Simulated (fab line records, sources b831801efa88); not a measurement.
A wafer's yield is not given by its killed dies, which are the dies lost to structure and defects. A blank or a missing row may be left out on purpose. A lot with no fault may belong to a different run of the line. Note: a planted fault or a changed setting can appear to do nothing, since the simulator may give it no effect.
A struck lot beside a sound one ; flow sky130 ; 15 out of 708 route steps
Sound: wafers L453.2, L453.4, L453.6. Struck: wafers L457.1, L457.3, L457.5. The cause comes at the end.
At each step with rows: each side's tool, then ch and its chambers, then its first start. Under that, the readings that differ: sound wafers ; struck wafers ; difference of the means ; sigmas: that difference in standard deviations of wafers without a fault.
alike: readings with means less than 2 such deviations apart, plus words and numbers identical on both sides. not compared: withheld readings, readings lacking a value on some wafer, bounds such as >300 that could conceal the same value, and numbers that have no deviation in the record and whose values overlap.
A row with sigmas, a row that says differs or no value, or rows on one side alone: a step with any of these is where the two part. Numbers that have no deviation but don't overlap get no sigmas and don't part them. A reading missing from all wafers of one side parts the sides only when that side holds two or more wafers.

SKY_CAPM_RS_MEAS_03: uses a four-point probe to measure.
  sound on film_metro-04, day 37 18:20; struck on film_metro-01, day 39 01:42
  alike: CAPM_TIN_RS
SKY_CAPM_THK_MEAS_04: measures by xrf.
  sound on film_metro-04, day 37 18:26; struck on film_metro-01, day 39 01:49
  alike: CAPM_TIN_THK
then, 7 steps without rows for these wafers: SKY_CAPM_DEHYDRATE_05 (time 60 s); SKY_CAPM_HMDS_06 (prime time 60 s); SKY_CAPM_COAT_07 (resist thk 1140 nm); SKY_CAPM_SOFTBAKE_08 (time 60 s); SKY_CAPM_EXPOSE_09 (exposes mask CAPM, target cd 1000 nm); SKY_CAPM_PEB_10; SKY_CAPM_DEVELOP_11 (develop time 60 s).
SKY_CAPM_OVL_MEAS_12:
  sound on overlay-01, day 38 19:28; struck on overlay-02, day 40 01:07
  alike: CAPM_OVL
SKY_CAPM_METAL_ETCH_13: etches TiN in Cl2/BCl3, stops on SiO2, target depth 220 nm, time 62.9 s.
  sound on rie_metal-01 ch 0, day 38 19:29; struck on rie_metal-04 ch 0,1, day 40 01:08
  alike: drypump_motor_current_A, mfc_cl2_sccm, oes_product_au, throttle_valve_pct
  not compared: rf_hours_counter_h
SKY_CAPM_STRIP_14: strips in O2/N2.
  sound on plasma_asher-01 ch 0,1, day 38 19:34; struck on plasma_asher-02 ch 0,1, day 40 01:13
reading;sound;struck;difference;sigmas
drypump_motor_current_A (A);5.18 5.51 5.48;5.96 5.98 6.09;+0.62;+2
  alike: chamber_pressure_mTorr, oes_product_au, strip_time_to_endpoint_s
  not compared: rf_hours_counter_h
SKY_CAPM_STRIP_15: strips in post etch residue remover, time 1200 s.
  sound on wet_bench-02 ch 3, day 38 19:40; struck on wet_bench-01 ch 0, day 40 01:19
  no value came back on the struck wafers for bath_guard_temp_C (C), bath_heat_duty_pct (%), time_s (s); on the sound wafers bath_guard_temp_C (C) reads 71.7 71.7 72.0
then, 1 step without rows for these wafers: SKY_CAPM_CLEAN_16 (cleans in IPA, time 180 s).
-- the record jumps here: 8 days lie between the struck wafers' starts before and after (it left off in module CAPM and takes up again in module PAD_OPEN, whose first step shown is number 708 of the route) --
SKY_PAD_OPEN_PROBE_99:
  sound on prober-02, day 46 20:04; struck on prober-02, day 47 19:52
  alike: defect_limited_yield, killed_at_M0_to_M3, killed_at_M4_up, killed_at_contacts, killed_at_front_end, killed_at_other, killed_dies, killed_open, killed_short, sort_bin_3_pad_short, sort_bin_5_function, sort_bin_6_memory, sort_n_pass, sort_yield_pct

## WHERE THEY PART
Earliest at SKY_CAPM_STRIP_14; latest, in this record, at SKY_CAPM_STRIP_15. Later steps at which nothing parts them and some readings are alike: SKY_PAD_OPEN_PROBE_99.

WHY: whatever the simulator had introduced
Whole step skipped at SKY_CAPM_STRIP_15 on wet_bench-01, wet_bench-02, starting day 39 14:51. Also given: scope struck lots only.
